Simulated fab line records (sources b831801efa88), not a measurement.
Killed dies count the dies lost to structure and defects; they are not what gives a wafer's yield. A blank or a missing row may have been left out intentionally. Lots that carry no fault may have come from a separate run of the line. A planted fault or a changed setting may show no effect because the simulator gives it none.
Which of the tools did it? -- flow sky130 -- 13 lots with 39 wafers sampled at 3 steps, on a route of 708 steps

WHAT THE GAUGES SHOWED, per wafer
SKY_LI_CONTACT_BOW_MEAS_03. Usual: for LI_CONTACT_BOW the level is 55 um and the standard deviation is 7.3.
lot,measured,on,LI_CONTACT_BOW (um),flag
L614,day 28 02:47,film metro-04,55 54 58,
L615,day 28 04:48,film metro-04,50 50 49,
L617,day 28 22:16,film metro-02,56 44 67,
L621,day 31 04:30,film metro-04,56 52 40,
L622,day 31 03:46,film metro-04,53 55 53,
L623,day 31 07:09,film metro-01,48 62 59,
L626,day 32 00:25,film metro-01,51 57 51,
L628,day 32 16:46,film metro-04,51 59 51,
L631,day 33 09:45,film metro-04,24 46 45,
L632,day 34 02:21,film metro-01,52 41 64,
L635,day 34 17:44,film metro-01,64 64 53,
L636,day 35 01:13,film metro-02,44 53 50,
L637,day 35 07:42,film metro-02,63 49 61,

WHICH TOOL RAN EACH LOT (tool, then ch and the chambers of the sampled wafers, then the start)
lot,SKY_LDD_LDN_SOFTBAKE_03,SKY_SD_N_STRIP_11
L614,"litho track-02 ch 0, day 22 10:01","plasma asher-03 ch 0,1, day 28 01:34"
L615,"litho track-02 ch 0, day 22 14:10","plasma asher-02 ch 0,1, day 28 03:34"
L617,"litho track-03 ch 0, day 23 06:57","plasma asher-02 ch 0,1, day 28 21:01"
L621,"litho track-03 ch 0, day 25 03:28","plasma asher-02 ch 0,1, day 31 03:13"
L622,"litho track-04 ch 0, day 25 16:35","plasma asher-04 ch 0,1, day 31 02:31"
L623,"litho track-02 ch 0, day 25 17:34","plasma asher-04 ch 0,1, day 31 05:55"
L626,"litho track-03 ch 0, day 26 13:18","plasma asher-02 ch 0,1, day 31 23:10"
L628,"litho track-04 ch 0, day 27 06:41","plasma asher-03 ch 0,1, day 32 15:31"
L631,"litho track-02 ch 0, day 28 03:04","plasma asher-03 ch 0,1, day 33 08:28"
L632,"litho track-02 ch 0, day 28 19:13","plasma asher-03 ch 0,1, day 34 01:07"
L635,"litho track-04 ch 0, day 29 09:55","plasma asher-03 ch 0,1, day 34 16:31"
L636,"litho track-03 ch 0, day 29 17:48","plasma asher-03 ch 0,1, day 34 23:59"
L637,"litho track-03 ch 0, day 30 03:31","plasma asher-02 ch 0,1, day 35 06:28"
- SKY_LDD_LDN_SOFTBAKE_03: time 61.69 s.
- SKY_SD_N_STRIP_11: strips in O2/N2.

WHAT THE TOOLS THEMSELVES READ (means of the sampled wafers that have a number; where no wafer has one, the mark that the record gives instead)
SKY_LDD_LDN_SOFTBAKE_03. Usual: plate sensor t centre C 90.757 C, standard deviation 0.0096; plate sensor t edge C 90.830 C, standard deviation 0.0093.
lot,tool,plate sensor t centre C (C),plate sensor t edge C (C),flag
L614,litho track-02,90.753,90.832,
L615,litho track-02,90.762,90.820,
L617,litho track-03,90.758,90.828,
L621,litho track-03,90.759,90.832,
L622,litho track-04,90.746,90.831,
L623,litho track-02,90.761,90.833,
L626,litho track-03,90.761,90.822,
L628,litho track-04,90.766,90.834,
L631,litho track-02,90.765,90.825,
L632,litho track-02,90.761,90.845,
L635,litho track-04,90.749,90.826,
L636,litho track-03,90.756,90.837,
L637,litho track-03,90.759,90.828,

SKY_SD_N_STRIP_11. Usual: drypump motor current A 6.1 A, standard deviation 0.4; n2 flow sccm 299.9 sccm, standard deviation 0.93; o2 flow sccm 3001 sccm, standard deviation 9.1; oes product au 0.528 a.u., standard deviation 0.004; strip time to endpoint s 22.54 s, standard deviation 0.044.
lot,tool,drypump motor current A (A),n2 flow sccm (sccm),o2 flow sccm (sccm),oes product au (a.u.),strip time to endpoint s (s),flag
L614,plasma asher-03,6.5,300.5,2997,0.524,22.53,
L615,plasma asher-02,6.1,298.4,3006,0.533,22.61,
L617,plasma asher-02,6.1,301.3,2992,0.528,22.56,
L621,plasma asher-02,6.1,299.3,2994,0.530,22.55,
L622,plasma asher-04,5.5,300.2,3008,0.530,22.55,
L623,plasma asher-04,5.4,299.4,2996,0.532,22.49,
L626,plasma asher-02,6.1,300.8,2999,0.526,22.61,
L628,plasma asher-03,6.4,300.4,3003,0.525,22.61,
L631,plasma asher-03,6.4,301.1,3009,0.528,22.51,
L632,plasma asher-03,6.4,299.5,2402,0.523,22.88,OFF
L635,plasma asher-03,6.4,299.9,2391,0.525,22.85,OFF
L636,plasma asher-03,6.4,299.9,2402,0.521,22.80,OFF
L637,plasma asher-02,6.1,299.6,3015,0.523,22.57,

THE ANSWER, worked out from the rows above alone
Rule: a lot is off if the mean of its wafers that have a number lies more than 3 standard deviations from the usual mean. Also off: a lot with no number at a reading for which 4 or more lots have one. All remaining lots with rows at the step are treated as sound. The gauges are gone through in route order, then the tools' own readings, and for those a lot's mean is taken as printed above. At the first step where some lot is off, the reading lying furthest off is the one used; lots without a number count as furthest.
Off, at SKY_SD_N_STRIP_11 on o2 flow sccm: L632, L635, L636.
A tool fits if, at that step or a process step before it, it ran every lot that is off, and no sound lot after the first of them. One fits: plasma asher-03 at SKY_SD_N_STRIP_11. A fault onset in the window from L631 (day 33 08:28, its last sound lot) to L632 (day 34 01:07, its first lot off) fits.
The tool's own readings at SKY_SD_N_STRIP_11 bear it out: on the lots that are off they differ by more than 5 times the standard deviation of the sound lots' means. o2 flow sccm reads 2398 sccm there against 3002 sccm on the sound lots; strip time to endpoint s reads 22.84 s there against 22.56 s on the sound lots.

WHAT THE SIMULATOR HAD PUT IN
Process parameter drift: plasma asher-03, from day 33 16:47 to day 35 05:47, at SKY_SD_N_STRIP_11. Setting o2 flow sccm, moved by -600, from 3000. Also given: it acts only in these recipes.
Shown lots that were struck: L632, L635, L636. The rule given above showed the same thing.
